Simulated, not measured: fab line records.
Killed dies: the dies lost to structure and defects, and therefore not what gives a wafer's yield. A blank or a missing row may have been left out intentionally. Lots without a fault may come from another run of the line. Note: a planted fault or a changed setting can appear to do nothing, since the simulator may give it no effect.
fab line records / flow sky130
[record] lots = 5 wafers = 15 last-day = 50
route steps=708 shown LDD_HVN@270 LDD_HVP@278 PAD_OPEN@708
lots that met no fault: from a run of the same line without faults
start-h: hours from the record's first day to the start of the lot's first wafer shown / wait-h: time in hours since the lot's previous step / " identical to the entry in the row above / L1.1+2: several wafers, shown together as one row / - either no value or no given start / * or withheld: withheld / < > ~ a bound
route shown NAME@n: names a module that has steps shown in the file, with the first one's number in the route / usual: mean/standard deviation of fault-free wafers / same: alike in all rows / chamber/n: place in a boat / sites: the reading at each site / _std_site: the standard deviation of these / _edge_site: the outer-site mean with the inner-site mean subtracted / radius-mm: how far each site lies from the wafer's centre / mask NAME#n: copy n / behind: the last tool/chamber to shape the wafer / hold: the reason the lot was held/the length of the hold in hours/how it ended / device: the n, p or np transistor that did not switch / end of line: tests of these same wafers at the route's end / for a step that has no rows: nothing shown but its recipe / killed: count of dies lost to structure and defects at first sort (not the wafer's yield) / map: per-die view of a wafer (x killed, . not killed, _ where there is no die)
set.NAME: the setting the step ran with; set.NAME@STEP: the setting that earlier step ran with / model.NAME: the simulator's own value behind a step, which no gauge read
lots at selected steps of the route; one table per step, one row per wafer
services: a tool's chamber out of use, with start hour (start-h, from the record's first day; less than 0 if before it), hours out, and reason
[[steps]]
[step SKY_LDD_HVN_SOFTBAKE_03]
[recipe] temp-c = 90 time-s = 60 resist = NOVOLAK
[step SKY_LDD_HVN_EXPOSE_04]
[recipe] mask-id = HVNTM na = 0.6 source-shape = conventional sigma-outer = 0.6 polarization = unpolarized target-cd-nm = 700 dose-mj = 127
[step SKY_LDD_HVN_PEB_05]
[recipe] temp-c = withheld time-s = * resist = NOVOLAK
[step SKY_LDD_HVN_DEVELOP_06]
[recipe] resist = NOVOLAK developer = TMAH develop-time-s = 60 dev-temp-c = 23
[step SKY_LDD_HVN_OVL_MEAS_07]
[usual] LDD_HVN_OVL = 0.3/1.5
lot.wafer=L663.2 tool=overlay-02 chamber=- start-h=466.52 wait-h=0.1 LDD_HVN_OVL[nm]=0.5
lot.wafer=L663.3 tool=overlay-02 chamber=- start-h=466.52 wait-h=0.1 LDD_HVN_OVL[nm]=0.1
lot.wafer=L663.6 tool=overlay-02 chamber=- start-h=466.52 wait-h=0.1 LDD_HVN_OVL[nm]=1.0
lot.wafer=L664.1 tool=overlay-02 chamber=- start-h=486.91 wait-h=0.1 LDD_HVN_OVL[nm]=1.8
lot.wafer=L664.3 tool=overlay-02 chamber=- start-h=486.91 wait-h=0.1 LDD_HVN_OVL[nm]=2.3
lot.wafer=L664.4 tool=overlay-02 chamber=- start-h=486.91 wait-h=0.1 LDD_HVN_OVL[nm]=1.7
lot.wafer=L677.4 tool=overlay-01 chamber=- start-h=593.13 wait-h=0.1 LDD_HVN_OVL[nm]=-0.5
lot.wafer=L677.5 tool=overlay-01 chamber=- start-h=593.13 wait-h=0.1 LDD_HVN_OVL[nm]=-0.5
lot.wafer=L677.6 tool=overlay-01 chamber=- start-h=593.13 wait-h=0.1 LDD_HVN_OVL[nm]=0.8
lot.wafer=L682.4 tool=overlay-02 chamber=- start-h=636.73 wait-h=0.1 LDD_HVN_OVL[nm]=2.4
lot.wafer=L682.5 tool=overlay-02 chamber=- start-h=636.73 wait-h=0.1 LDD_HVN_OVL[nm]=2.4
lot.wafer=L682.6 tool=overlay-02 chamber=- start-h=636.73 wait-h=0.1 LDD_HVN_OVL[nm]=0.6
lot.wafer=L685.2 tool=overlay-01 chamber=- start-h=653.92 wait-h=0.1 LDD_HVN_OVL[nm]=-1.0
lot.wafer=L685.5 tool=overlay-01 chamber=- start-h=653.92 wait-h=0.1 LDD_HVN_OVL[nm]=-1.5
lot.wafer=L685.6 tool=overlay-01 chamber=- start-h=653.92 wait-h=0.1 LDD_HVN_OVL[nm]=-1.6
[step SKY_LDD_HVN_IMPLANT_08]
[recipe] species = P energy-kev = 60 dose-cm2 = 3e+13 tilt-deg = 40
[step SKY_LDD_HVN_STRIP_09]
[recipe] chemistry = O2/N2 power-w = 1400 pressure-mtorr = 1500 platen-temp-c = withheld o2-flow-sccm = 3000 n2-flow-sccm = 300 overash-fraction = 0.5
[usual] drypump-motor-current-A = 5.5/0.5 oes-product-au = 0.409/0.0048 strip-time-to-endpoint-s = 4.133/0.016
lot.wafer=L663.2 tool=plasma-asher-02 chamber=1 start-h=466.70 wait-h=0.1 drypump-motor-current-A=5.8 oes-product-au=0.403 rf-hours-counter-h=80 strip-time-to-endpoint-s=4.131
lot.wafer=L663.3 tool=plasma-asher-02 chamber=1 start-h=466.70 wait-h=0.1 drypump-motor-current-A=5.8 oes-product-au=0.405 rf-hours-counter-h=- strip-time-to-endpoint-s=4.120
lot.wafer=L663.6 tool=plasma-asher-02 chamber=0 start-h=466.70 wait-h=0.1 drypump-motor-current-A=6.2 oes-product-au=0.412 rf-hours-counter-h=- strip-time-to-endpoint-s=4.119
lot.wafer=L664.1 tool=plasma-asher-02 chamber=0 start-h=487.10 wait-h=0.1 drypump-motor-current-A=6.2 oes-product-au=0.401 rf-hours-counter-h=82 strip-time-to-endpoint-s=4.143
lot.wafer=L664.3 tool=plasma-asher-02 chamber=0 start-h=487.10 wait-h=0.1 drypump-motor-current-A=6.2 oes-product-au=0.409 rf-hours-counter-h=- strip-time-to-endpoint-s=4.137
lot.wafer=L664.4 tool=plasma-asher-02 chamber=1 start-h=487.10 wait-h=0.1 drypump-motor-current-A=5.8 oes-product-au=0.408 rf-hours-counter-h=- strip-time-to-endpoint-s=4.131
lot.wafer=L677.4 tool=plasma-asher-02 chamber=0 start-h=593.33 wait-h=0.1 drypump-motor-current-A=6.2 oes-product-au=0.412 rf-hours-counter-h=- strip-time-to-endpoint-s=4.147
lot.wafer=L677.5 tool=plasma-asher-02 chamber=0 start-h=593.33 wait-h=0.1 drypump-motor-current-A=6.2 oes-product-au=0.418 rf-hours-counter-h=- strip-time-to-endpoint-s=4.149
lot.wafer=L677.6 tool=plasma-asher-02 chamber=1 start-h=593.33 wait-h=0.1 drypump-motor-current-A=5.8 oes-product-au=0.414 rf-hours-counter-h=- strip-time-to-endpoint-s=4.138
lot.wafer=L682.4 tool=plasma-asher-03 chamber=0 start-h=636.93 wait-h=0.1 drypump-motor-current-A=5.7 oes-product-au=0.416 rf-hours-counter-h=- strip-time-to-endpoint-s=4.164
lot.wafer=L682.5 tool=plasma-asher-03 chamber=0 start-h=636.93 wait-h=0.1 drypump-motor-current-A=5.7 oes-product-au=0.407 rf-hours-counter-h=- strip-time-to-endpoint-s=4.140
lot.wafer=L682.6 tool=plasma-asher-03 chamber=1 start-h=636.93 wait-h=0.1 drypump-motor-current-A=4.7 oes-product-au=0.417 rf-hours-counter-h=- strip-time-to-endpoint-s=4.150
lot.wafer=L685.2 tool=plasma-asher-02 chamber=1 start-h=654.10 wait-h=0.1 drypump-motor-current-A=5.8 oes-product-au=0.402 rf-hours-counter-h=100 strip-time-to-endpoint-s=4.150
lot.wafer=L685.5 tool=plasma-asher-02 chamber=1 start-h=654.10 wait-h=0.1 drypump-motor-current-A=5.8 oes-product-au=0.416 rf-hours-counter-h=- strip-time-to-endpoint-s=4.145
lot.wafer=L685.6 tool=plasma-asher-02 chamber=0 start-h=654.10 wait-h=0.1 drypump-motor-current-A=6.2 oes-product-au=0.406 rf-hours-counter-h=- strip-time-to-endpoint-s=4.142
[step SKY_LDD_HVN_TW_MEAS_10]
[usual] LDD_HVN_TW = 1450/16
lot.wafer=L663.2 tool=film-metro-01 chamber=- start-h=466.81 wait-h=0.1 LDD_HVN_TW=1440
lot.wafer=L663.3 tool=film-metro-01 chamber=- start-h=466.81 wait-h=0.1 LDD_HVN_TW=1435
lot.wafer=L663.6 tool=film-metro-01 chamber=- start-h=466.81 wait-h=0.1 LDD_HVN_TW=1443
lot.wafer=L664.1 tool=film-metro-04 chamber=- start-h=487.20 wait-h=0.1 LDD_HVN_TW=1434
lot.wafer=L664.3 tool=film-metro-04 chamber=- start-h=487.20 wait-h=0.1 LDD_HVN_TW=1432
lot.wafer=L664.4 tool=film-metro-04 chamber=- start-h=487.20 wait-h=0.1 LDD_HVN_TW=1436
lot.wafer=L677.4 tool=film-metro-02 chamber=- start-h=593.43 wait-h=0.1 LDD_HVN_TW=1460
lot.wafer=L677.5 tool=film-metro-02 chamber=- start-h=593.43 wait-h=0.1 LDD_HVN_TW=1457
lot.wafer=L677.6 tool=film-metro-02 chamber=- start-h=593.43 wait-h=0.1 LDD_HVN_TW=1467
lot.wafer=L682.4 tool=film-metro-01 chamber=- start-h=637.03 wait-h=0.1 LDD_HVN_TW=1430
lot.wafer=L682.5 tool=film-metro-01 chamber=- start-h=637.03 wait-h=0.1 LDD_HVN_TW=1429
lot.wafer=L682.6 tool=film-metro-01 chamber=- start-h=637.03 wait-h=0.1 LDD_HVN_TW=1435
lot.wafer=L685.2 tool=film-metro-02 chamber=- start-h=654.21 wait-h=0.1 LDD_HVN_TW=1467
lot.wafer=L685.5 tool=film-metro-02 chamber=- start-h=654.21 wait-h=0.1 LDD_HVN_TW=1466
lot.wafer=L685.6 tool=film-metro-02 chamber=- start-h=654.21 wait-h=0.1 LDD_HVN_TW=1457
[step SKY_LDD_HVP_DEHYDRATE_00]
[recipe] temp-c = 200 time-s = 60
[step SKY_LDD_HVP_HMDS_01]
[recipe] prime-time-s = 60 prime-temp-c = 120
[step SKY_LDD_HVP_COAT_02]
[recipe] resist = NOVOLAK spin-rpm = 3000 resist-thk-nm = 300
[step SKY_LDD_HVP_SOFTBAKE_03]
[recipe] temp-c = 90 time-s = 60 resist = NOVOLAK
[step SKY_LDD_HVP_EXPOSE_04]
[recipe] mask-id = HVPTM na = 0.6 source-shape = conventional sigma-outer = 0.6 polarization = unpolarized target-cd-nm = 700 dose-mj = 86
[usual] stage-vel-mm-s = 500.00/0.25
lot.wafer=L663.2 tool=iline-stepper-01 chamber=0 start-h=482.39 wait-h=- mask=HVPTM#0 stage-vel-mm-s=499.74
lot.wafer=L663.3 tool=iline-stepper-01 chamber=0 start-h=482.39 wait-h=- mask=HVPTM#0 stage-vel-mm-s=499.76
lot.wafer=L663.6 tool=iline-stepper-01 chamber=0 start-h=482.39 wait-h=- mask=HVPTM#0 stage-vel-mm-s=500.02
lot.wafer=L664.1 tool=iline-stepper-01 chamber=0 start-h=502.24 wait-h=- mask=HVPTM#0 stage-vel-mm-s=499.81
lot.wafer=L664.3 tool=iline-stepper-01 chamber=0 start-h=502.24 wait-h=- mask=HVPTM#0 stage-vel-mm-s=499.80
lot.wafer=L664.4 tool=iline-stepper-01 chamber=0 start-h=502.24 wait-h=- mask=HVPTM#0 stage-vel-mm-s=499.91
lot.wafer=L677.4 tool=iline-stepper-01 chamber=0 start-h=608.26 wait-h=- mask=HVPTM_R1#0 stage-vel-mm-s=500.29
lot.wafer=L677.5 tool=iline-stepper-01 chamber=0 start-h=608.26 wait-h=- mask=HVPTM_R1#0 stage-vel-mm-s=499.87
lot.wafer=L677.6 tool=iline-stepper-01 chamber=0 start-h=608.26 wait-h=- mask=HVPTM_R1#0 stage-vel-mm-s=499.87
lot.wafer=L682.4 tool=iline-stepper-01 chamber=0 start-h=650.51 wait-h=- mask=HVPTM#0 stage-vel-mm-s=500.53
lot.wafer=L682.5 tool=iline-stepper-01 chamber=0 start-h=650.51 wait-h=- mask=HVPTM#0 stage-vel-mm-s=500.34
lot.wafer=L682.6 tool=iline-stepper-01 chamber=0 start-h=650.51 wait-h=- mask=HVPTM#0 stage-vel-mm-s=500.21
lot.wafer=L685.2 tool=iline-stepper-02 chamber=0 start-h=668.44 wait-h=- mask=HVPTM#0 stage-vel-mm-s=499.66
lot.wafer=L685.5 tool=iline-stepper-02 chamber=0 start-h=668.44 wait-h=- mask=HVPTM#0 stage-vel-mm-s=500.15
lot.wafer=L685.6 tool=iline-stepper-02 chamber=0 start-h=668.44 wait-h=- mask=HVPTM#0 stage-vel-mm-s=499.86
[step SKY_LDD_HVP_PEB_05]
[recipe] temp-c = withheld time-s = * resist = NOVOLAK
[step SKY_PAD_OPEN_PROBE_99]
[usual] killed_at_M0_to_M3 = 43/6.9 killed_at_M4_up = 3.2/2 killed-at-contacts = 25/5.1 killed-at-front-end = 15/4.5 killed-at-other = 0.2/0.51 killed-dies = 85/9.5 killed-on-rim = 16/3.7 killed-open = 48/6.9 killed-short = 38/6.7
[same] gross-dies = 492 killed-at-back-side = 0
lot.wafer=L664.1 tool=prober-02 chamber=- start-h=1087.82 wait-h=0.1 killed_at_M0_to_M3=33 killed_at_M4_up=1 killed-at-contacts=18 killed-at-front-end=10 killed-at-other=0 killed-dies=62 killed-on-rim=13 killed-open=38 killed-short=24
lot.wafer=L664.3 tool=prober-02 chamber=- start-h=1087.92 wait-h=0.2 killed_at_M0_to_M3=30 killed_at_M4_up=4 killed-at-contacts=22 killed-at-front-end=17 killed-at-other=0 killed-dies=73 killed-on-rim=16 killed-open=42 killed-short=31
lot.wafer=L664.4 tool=prober-02 chamber=- start-h=1087.97 wait-h=0.2 killed_at_M0_to_M3=44 killed_at_M4_up=2 killed-at-contacts=27 killed-at-front-end=14 killed-at-other=0 killed-dies=87 killed-on-rim=13 killed-open=42 killed-short=45
lot.wafer=L677.4 tool=prober-01 chamber=- start-h=1159.37 wait-h=0.2 killed_at_M0_to_M3=51 killed_at_M4_up=6 killed-at-contacts=23 killed-at-front-end=316 killed-at-other=0 killed-dies=396 killed-on-rim=54 killed-open=47 killed-short=55
lot.wafer=L677.5 tool=prober-01 chamber=- start-h=1159.42 wait-h=0.2 killed_at_M0_to_M3=53 killed_at_M4_up=5 killed-at-contacts=17 killed-at-front-end=321 killed-at-other=0 killed-dies=396 killed-on-rim=63 killed-open=40 killed-short=44
lot.wafer=L677.6 tool=prober-01 chamber=- start-h=1159.47 wait-h=0.2 killed_at_M0_to_M3=44 killed_at_M4_up=4 killed-at-contacts=19 killed-at-front-end=334 killed-at-other=0 killed-dies=401 killed-on-rim=63 killed-open=40 killed-short=37
// killed by level:class
L664.1 CONTACT:geometric-particle:open=9 VIA2:geometric-particle:open=9 FIELD_ISO:geometric-particle:open=4 METAL1:geometric-particle:short=4 VIA1:geometric-particle:open=4 METAL2:geometric-particle:open=4 VIA3:geometric-particle:open=4 LI_CONTACT:geometric-particle:short=3
L664.3 CONTACT:geometric-particle:open=11 VIA3:geometric-particle:open=9 VIA2:geometric-particle:open=6 FIELD_ISO:geometric-particle:short=5 VIA1:geometric-particle:open=5 POLY_GATE:geometric-particle:short=4 LI_CONTACT:geometric-particle:short=3 LI_CONTACT:geometric-particle:open=3
L664.4 CONTACT:geometric-particle:open=9 METAL1:geometric-particle:short=9 VIA1:geometric-particle:open=7 VIA3:geometric-particle:open=6 VIA2:geometric-particle:open=6 FIELD_ISO:geometric-particle:short=5 POLY_GATE:geometric-particle:short=5 LI_CONTACT:geometric-particle:open=5
L677.4 LDD_HVP:area-expose=294 METAL1:geometric-particle:short=10 POLY_GATE:geometric-particle:short=9 LI_CONTACT:geometric-particle:open=9 VIA1:geometric-particle:open=7 VIA2:geometric-particle:open=7 LOCAL_INTERCONNECT:geometric-particle:short=5 METAL2:geometric-particle:short=5
L677.5 LDD_HVP:area-expose=312 VIA1:geometric-particle:open=8 VIA3:geometric-particle:open=7 METAL1:geometric-particle:short=7 CONTACT:geometric-particle:short=6 VIA1:geometric-particle:short=6 METAL2:geometric-particle:short=6 VIA2:geometric-particle:open=6
L677.6 LDD_HVP:area-expose=324 METAL2:geometric-particle:short=9 VIA2:geometric-particle:open=8 LI_CONTACT:geometric-particle:open=7 VIA1:geometric-particle:open=7 FIELD_ISO:geometric-particle:open=6 CONTACT:geometric-particle:short=6 VIA3:geometric-particle:open=5
// map L677.6 (x killed, . not)
__________xxxx.x.xxx_________
________..xxx.xxxxxxx._______
______xxx.x.xx.xxxxxxxxx_____
_____.xxx.xxxxxxxxxxxxxxx____
____.x.xxxxxxxxx.xxxxxxxxx___
___x.xxxxxxxxxxxxxxxxxxxxxx__
__x.xxxxxxxxxxxxxxxxxxxxxxxx_
_.x..xxxxx.xxxx.xxxxxxxxxxxxx
_x.xx.xxxxxxxxxxxxxxxxxxxxxxx
_.xxxxxxxxxxxxxxxxxxxxxxxxxxx
_..xx.xxxxxxxxxxxxxxxxxxxxx.x
_...xxxxxxxxxxxxxxxxxxxxxxxxx
_...x.x.xxxxxxxxxxxxxxxxxxxx.
_xx...xxxxxxxxxxxxxxxxxxxxx.x
_...xxxxxxxxxxxxxxxxxxx.xxxxx
__......xx.xxxxxxxxxxxxxxxxx_
___x.xxx..xxxxxxxxxxxxxxxxx__
____x....xxxxx..xxxxx..xxx___
_____.x...x.xxxxxxxx.xxxx____
______.x.x..x..xxxxx.xx._____
________..x.x....x.xx._______
__________..x.xxxx.._________
// map L663.3 (x killed, . not)
__________.xx..xx.x._________
________...x.........._______
______....x..x.....x..x._____
_____x...x.........x.....____
____.x...............x....___
___.......x..x....x..x.....__
__xx.x......x..............x_
_........xx....xx.x..........
_..x...x.....xx..x......x....
_...........x...xx.......x...
_..x............xx....x.x..x.
_...x.........x.x.x..........
_........x....x....x...x.....
_.....xx...xx..........x...xx
_x.x..................x......
__...................x......_
___....x..xx.xx.x.....x....__
____......x...............___
_____......x...x...x.....____
______....x.......xx...x_____
________........x....._______
__________.......x.._________
[[services]]
tool=plasma-asher-03 chamber=- start-h=463.79 hours=1.7 kind=repair
tool=plasma-asher-03 chamber=- start-h=471.92 hours=1.0 kind=repair
tool=plasma-asher-03 chamber=- start-h=496.46 hours=1.6 kind=repair
tool=iline-stepper-02 chamber=- start-h=501.20 hours=7.1 kind=repair
tool=iline-stepper-01 chamber=- start-h=535.03 hours=6.5 kind=repair
tool=iline-stepper-02 chamber=- start-h=625.45 hours=1.7 kind=pm
tool=iline-stepper-01 chamber=- start-h=632.63 hours=1.7 kind=pm
tool=plasma-asher-03 chamber=- start-h=647.33 hours=4.4 kind=repair
tool=plasma-asher-03 chamber=- start-h=660.19 hours=2.8 kind=pm
[[key]]
[first-sign] step = SKY_LDD_HVP_EXPOSE_04 reading = mask direction = changed
[effect] step = SKY_PAD_OPEN_PROBE_99 reading = killed-at-front-end direction = up sigmas = 68 usual = 15 struck = 324
[more-kills-born-at] SKY_LDD_HVP_EXPOSE_04@iline-stepper-01 = 930
met-at SKY_LDD_HVP_EXPOSE_04
struck-wafers L677.4,L677.5,L677.6
tester-left-out L677
onset-between 502.24 608.26
[fault] kind = wrong-mask tool = any chamber = - onset-h = 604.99 steps = SKY_LDD_HVP_EXPOSE_04 aux-copy = HVPTM_R1#0 cd-offset-nm = -140 scope = struck-lots-only
// tester-left-out: of these lots the tester's yield and bins aren't shown, on N5 and GAA mostly nor the transistor test; their killed dies are dies lost to structure and defects alone, not to doping, threshold or leakage, so they don't give the yield
